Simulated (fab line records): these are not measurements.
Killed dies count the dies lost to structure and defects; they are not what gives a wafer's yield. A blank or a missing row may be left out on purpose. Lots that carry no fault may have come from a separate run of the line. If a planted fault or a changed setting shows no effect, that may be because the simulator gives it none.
Which of the tools did it? | flow sky130 | route of 708 steps, sampled at 1 step: 7 lots, 21 wafers

## WHAT THE GAUGES SHOWED, per wafer
SKY_SONOS_ONO_THK_MEAS_01.
lot  | measured     | on            | SONOS_ONO_OXIDATION_THK (nm)
L602 | day 11 23:16 | film_metro-04 | 2.69 2.61 2.54
L604 | day 12 15:43 | film_metro-04 | 2.59 2.63 2.52
L607 | day 13 14:27 | film_metro-03 | 2.57 2.62 2.62
L614 | day 15 19:17 | film_metro-03 | 2.63 2.58 2.63
L617 | day 16 20:51 | film_metro-03 | 2.64 2.62 2.57
L622 | day 18 17:55 | film_metro-04 | 2.56 2.54 2.57
L624 | day 19 18:44 | film_metro-03 | 2.65 2.63 2.62

## TOOL THAT RAN EACH LOT (tool first, then ch and the chambers of the sampled wafers, then the start)
The record holds no process step before these readings.

## THE ANSWER, worked out from the rows above alone
Rule: the lots themselves supply what counts as usual. The widest of any qualifying gaps counts: lots, ordered by their means at a reading, are off when they make up no more than a third of the lots, leave a main group of 4 or more, and stand apart from it by 3 or more times the standard deviation of that group's means. A main group whose means are all the same, to the digits that the tables above print for the reading, isn't used. Also off: a lot with no number at a reading for which 4 or more lots have one. Any other lot the step has rows for is counted as sound.
No lot is off on any of the readings shown, so nothing can be concluded from this.

## WHAT THE SIMULATOR PUT IN
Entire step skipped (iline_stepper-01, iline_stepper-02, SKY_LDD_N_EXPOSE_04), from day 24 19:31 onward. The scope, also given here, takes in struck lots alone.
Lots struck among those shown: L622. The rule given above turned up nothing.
